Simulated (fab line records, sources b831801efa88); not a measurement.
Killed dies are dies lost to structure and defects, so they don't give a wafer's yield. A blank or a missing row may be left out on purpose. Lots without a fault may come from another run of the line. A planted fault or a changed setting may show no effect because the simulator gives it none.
A struck lot beside a sound one | flow gf180mcu | 31 steps out of a route of 602
Sound: wafers L469.1, L469.2, L469.4. Struck: wafers L480.3, L480.4, L480.5. The cause comes at the end.
At each step with rows: each side's tool, then ch and its chambers, then its first start. Under that, the readings that differ: sound wafers | struck wafers | difference of the means | sigmas: that difference in standard deviations of wafers without a fault.
alike: readings whose means differ by less than 2 such deviations, and words and numbers that are the same on both sides. not compared: withheld readings, readings that some wafer has no value for, bounds like >300 that may hide the same value, and numbers for which the record gives no deviation and whose values overlap.
The two part at a step that has a row with sigmas, a row that says differs or no value, or rows on one side only. Numbers that don't overlap but have no deviation are shown without sigmas and don't part them. A reading that every wafer of one side lacks parts them only if that side has two wafers or more.

GF_HV_LDD_THK_MEAS_57:
  sound on film_metro-03, day 13 18:05; struck on film_metro-01, day 17 05:37
  alike: HV_LDD_CVD_56_THK
GF_HV_LDD_ETCHBACK_58: etches Si3N4 in CH3F/O2, stops on SiO2, time 100 s, target depth 90 nm.
  sound on rie_diel-04 ch 0,1,3, day 13 18:08; struck on rie_diel-03 ch 0,1,3, day 17 05:40
  alike: bias_w, drypump_motor_current_A, oes_product_au, throttle_valve_pct
  not compared: rf_hours_counter_h
then, 7 steps without rows for these wafers: GF_NSD_DEHYDRATE_00 (time 60 s); GF_NSD_HMDS_01 (prime time 60 s); GF_NSD_COAT_02 (resist thk 1000 nm); GF_NSD_SOFTBAKE_03 (time 60 s); GF_NSD_EXPOSE_04 (exposes mask Nplus, target cd 400 nm); GF_NSD_PEB_05; GF_NSD_DEVELOP_06 (develop time 60 s).
GF_NSD_CD_MEAS_07: target cd 400 nm.
  sound on cd_sem-02, day 14 14:44; struck on cd_sem-02, day 18 05:06
  alike: cd_nm
GF_NSD_OVL_MEAS_08:
  sound on overlay-02, day 14 14:51; struck on overlay-02, day 18 05:12
  alike: NSD_OVL
then, 1 step without rows for these wafers: GF_NSD_IMPLANT_09.
GF_NSD_IMPLANT_10:
  sound on implanter-03 ch 0, day 14 15:02; struck on implanter-03 ch 0, day 18 05:44
GF_NSD_STRIP_11: strips in O2/N2.
  sound on plasma_asher-03 ch 0,1, day 14 15:11; struck on plasma_asher-01 ch 0,1, day 18 05:52
  reading                      | sound             | struck            | difference | sigmas
  strip_time_to_endpoint_s (s) | 23.14 23.13 23.06 | 23.65 23.64 23.66 | +0.54      | +13
  alike: drypump_motor_current_A, heater_power_w, n2_flow_sccm, oes_product_au
  not compared: rf_hours_counter_h
GF_NSD_TW_MEAS_12:
  sound on film_metro-04, day 14 15:17; struck on film_metro-04, day 18 05:58
  alike: NSD_TW
then, 7 steps without rows for these wafers: GF_PSD_DEHYDRATE_00 (time 60 s); GF_PSD_HMDS_01 (prime time 60 s); GF_PSD_COAT_02 (resist thk 1000 nm); GF_PSD_SOFTBAKE_03 (time 60 s); GF_PSD_EXPOSE_04 (exposes mask Pplus, target cd 400 nm); GF_PSD_PEB_05; GF_PSD_DEVELOP_06 (develop time 60 s).
GF_PSD_CD_MEAS_07: target cd 400 nm.
  sound on cd_sem-01, day 15 12:46; struck on cd_sem-02, day 19 05:55
  reading    | sound             | struck            | difference | sigmas
  cd_nm (nm) | 398.2 398.4 396.8 | 401.8 401.0 403.6 | +4.3       | +2
GF_PSD_OVL_MEAS_08:
  sound on overlay-02, day 15 12:53; struck on overlay-01, day 19 06:00
  alike: PSD_OVL
then, 1 step without rows for these wafers: GF_PSD_IMPLANT_09.
GF_PSD_STRIP_10: strips in O2/N2.
  sound on plasma_asher-03 ch 0,1, day 15 13:04; struck on plasma_asher-04 ch 0,1, day 19 06:13
  reading                     | sound       | struck      | difference | sigmas
  drypump_motor_current_A (A) | 5.6 6.4 6.5 | 5.4 5.5 5.5 | -0.7       | -2
  heater_power_w (W)          | 317 297 293 | 378 376 378 | +75        | +2
  alike: n2_flow_sccm, oes_product_au, strip_time_to_endpoint_s
  not compared: rf_hours_counter_h
GF_PSD_TW_MEAS_11:
  sound on film_metro-02, day 15 13:10; struck on film_metro-01, day 19 06:17
  reading | sound          | struck         | difference | sigmas
  PSD_TW  | 3164 3161 3175 | 3224 3204 3222 | +50        | +2
then, 1 step without rows for these wafers: GF_PSD_CLEAN_12 (cleans in SC1/SC2, time 150 s).
GF_PSD_RTA_13: time 20 s.
  sound on rtp_anneal-02 ch 0, day 15 13:17; struck on rtp_anneal-02 ch 0, day 19 06:25
  alike: lamp_power_pct, wafer_temp_C_max
GF_PSD_RS_MEAS_14: measures by four-point-probe.
  sound on film_metro-01, day 15 13:22; struck on film_metro-02, day 19 06:48
  reading         | sound             | struck            | difference | sigmas
  NSD_RS (ohm/sq) | 45.75 45.82 45.80 | 40.52 40.58 40.60 | -5.22      | -67
GF_PASSIVATION_PROBE_99:
  the record has rows for the sound wafers here (prober-01, day 30 06:06) and none for the struck ones

WHERE THEY PART
First at GF_NSD_STRIP_11; last, within this record, at GF_PASSIVATION_PROBE_99.

WHY: what the simulator had put in
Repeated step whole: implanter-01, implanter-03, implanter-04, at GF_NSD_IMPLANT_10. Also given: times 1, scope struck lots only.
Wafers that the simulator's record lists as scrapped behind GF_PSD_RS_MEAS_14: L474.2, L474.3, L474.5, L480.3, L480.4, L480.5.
